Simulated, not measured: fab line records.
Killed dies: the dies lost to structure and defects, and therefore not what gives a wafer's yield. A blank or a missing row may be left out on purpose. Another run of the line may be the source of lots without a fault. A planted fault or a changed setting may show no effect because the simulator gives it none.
The tool behind it: which one? + flow gf180mcu + 6 lots with 18 wafers sampled at 3 steps, on a route of 602 steps

## WHAT EACH GAUGE READ, for each wafer
GF_MVPSD_TW_MEAS_11.
| lot  | measured     | on           | MVPSD_TW          |
|------|--------------|--------------|-------------------|
| L214 | day 6 02:33  | filmMetro-03 | 557.5 557.9 554.4 |
| L217 | day 6 21:39  | filmMetro-02 | 553.4 552.6 552.2 |
| L220 | day 7 16:08  | filmMetro-01 | 676.8 671.4 673.3 |
| L226 | day 9 00:32  | filmMetro-03 | 676.1 678.7 679.3 |
| L231 | day 10 06:09 | filmMetro-03 | 556.9 556.0 555.5 |
| L233 | day 10 19:54 | filmMetro-03 | 557.3 557.1 556.9 |

## WHAT TOOL EACH LOT RAN ON (gives the tool, then ch and the chambers of the sampled wafers, and finally the start)
| lot  | GF_MVSD_STRIP_10                    | GF_MVPSD_IMPLANT_08             |
|------|-------------------------------------|---------------------------------|
| L214 | plasmaAsher-01 ch 0,1, day 5 11:09  | implanter-02 ch 0, day 6 02:09  |
| L217 | plasmaAsher-03 ch 0,1, day 6 05:58  | implanter-04 ch 0, day 6 21:15  |
| L220 | plasmaAsher-04 ch 1, day 6 23:16    | implanter-03 ch 0, day 7 15:16  |
| L226 | plasmaAsher-01 ch 0,1, day 8 07:06  | implanter-03 ch 0, day 8 23:48  |
| L231 | plasmaAsher-04 ch 0,1, day 9 12:42  | implanter-02 ch 0, day 10 05:45 |
| L233 | plasmaAsher-01 ch 0,1, day 10 01:24 | implanter-03 ch 0, day 10 19:30 |
- GF_MVSD_STRIP_10: strips in O2/N2.
- GF_MVPSD_IMPLANT_08

## THE ANSWER, worked out from the rows above alone
Rule: the usual values come from the lots themselves. Put in order of their means at a reading, lots are off if they are a third of the lots or fewer, leave a main group of 4 or more, and stand apart from it by a gap of 3 or more times the standard deviation of the main group's means; of several such gaps the widest counts. If all means in a main group match to the digits the tables above print for the reading, that group is not used. A lot without any number at a reading at which 4 lots or more have one is off too. Any other lot the step has rows for is counted as sound.
Off: L220, L226, at GF_MVPSD_TW_MEAS_11 (MVPSD_TW). For the main group the mean is 555.6 and the standard deviation 1.7.
A tool fits if, at a process step before that reading, it ran every lot that is off, and no sound lot after the first of them. The gauges at GF_MVPSD_TW_MEAS_11 are tried like those tools. Not one of the candidates tried fits.

## WHAT THE SIMULATOR PUT IN
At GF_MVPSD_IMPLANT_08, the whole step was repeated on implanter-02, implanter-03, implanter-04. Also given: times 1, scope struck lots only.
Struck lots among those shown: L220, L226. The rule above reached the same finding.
